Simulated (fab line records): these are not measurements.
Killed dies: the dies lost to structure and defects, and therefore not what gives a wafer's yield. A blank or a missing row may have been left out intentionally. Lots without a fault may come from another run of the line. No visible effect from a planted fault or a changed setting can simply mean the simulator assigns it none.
8D (eight disciplines) problem report, filled in by code | flow sfqLine | the parts of the form that need people (team, actions taken, sign-off) are left out

## 1. PROBLEM STATEMENT
At SFQ_TRILAYER_I1_VIA_STRIP_STRIP_053, chamberPressureMTorr averages 60.01 mTorr over 3 wafers from 2 lots, while fault-free wafers read 50.00 mTorr, standard deviation 0.045. So: +99 or more standard deviations from the usual mean.
The step: strips in O2.
Earliest sighting: wafer L491.4 on rieMetal-01 at day 28 00:57. At this step, 42 wafers from 14 lots have a number in the record. Rule for "out", or "out of limits": more than 4 standard deviations from the usual mean. All remaining wafers that have a number are taken as sound.

## 2. WHAT IT IS; WHAT IT IS NOT
question                    | is                     | is not
which readings at this step | chamberPressureMTorr   | drypumpMotorCurrentA, heBacksideLeakSccm, oesProductAu
which lots                  | L491, L494             | L483, L485, L487, L488, L490, L492, L493, L499, L502, L503, L505, L506
which wafers of those lots  | L491.4, L494.1, L494.3 | L491.3, L491.5, L494.6
read on which tools         | rieMetal-01            | rieMetal-03, rieMetal-04
when                        | from day 28 00:57      | up to then (17 sound wafers); but 22 sound wafers of L492, L493, L494, L499, L502, L503, L505, L506 came after

## 3. THE SUSPECTS, EACH WITH WHAT RULES IT OUT
Counting: any tool at a process step up to the reading remains a suspect provided it ran every lot that is out. Sound lots after the first of them don't rule it out here, since some wafers of a struck lot are sound.
- rieMetal-01 at SFQ_TRILAYER_I1_VIA_STRIP_STRIP_053 (strips in O2): kept. Ran every lot that is out, first one L491 (day 28 00:57); last sound lot up to then L490 (day 27 22:21). On those wafers its own readings are out: chamberPressureMTorr.
- Within rieMetal-01 at SFQ_TRILAYER_I1_VIA_STRIP_STRIP_053, the wafers that are out were processed in chamber 1 and their sound lot-mates in chamber 0.
Left after counting: rieMetal-01 at SFQ_TRILAYER_I1_VIA_STRIP_STRIP_053.

## 4. THE CAUSE (what the simulator had put in)
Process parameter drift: rieMetal-01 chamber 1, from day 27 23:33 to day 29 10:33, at SFQ_TRILAYER_I1_VIA_STRIP_STRIP_053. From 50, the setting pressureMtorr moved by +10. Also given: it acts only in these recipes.
After counting, this tool was the only one left.

## 5. THE CHAIN OF EFFECTS, in route order
One row per reading whose mean, taken over the struck wafers that have a number, lies over 3 standard deviations from the usual. Only readings for which the record gives a usual standard deviation are gone through. hours: the time from each lot's start at the first step in this table that gives one to its start at this step, as a median over the lots. sigmas: the change in usual standard deviations.
hours | step                                | reading              | usual       | on struck wafers | change | sigmas
0     | SFQ_TRILAYER_I1_VIA_STRIP_STRIP_053 | chamberPressureMTorr | 50.00 mTorr | 60.01            | +10.01 | +99 or more
Here are the process steps it includes:
- SFQ_TRILAYER_I1_VIA_STRIP_STRIP_053: strips in O2.

## 6. HOW IT WOULD HAVE BEEN CAUGHT EARLIER
In this record the first reading out of limits was taken at day 28 00:57, 1 hour after the fault began at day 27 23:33.
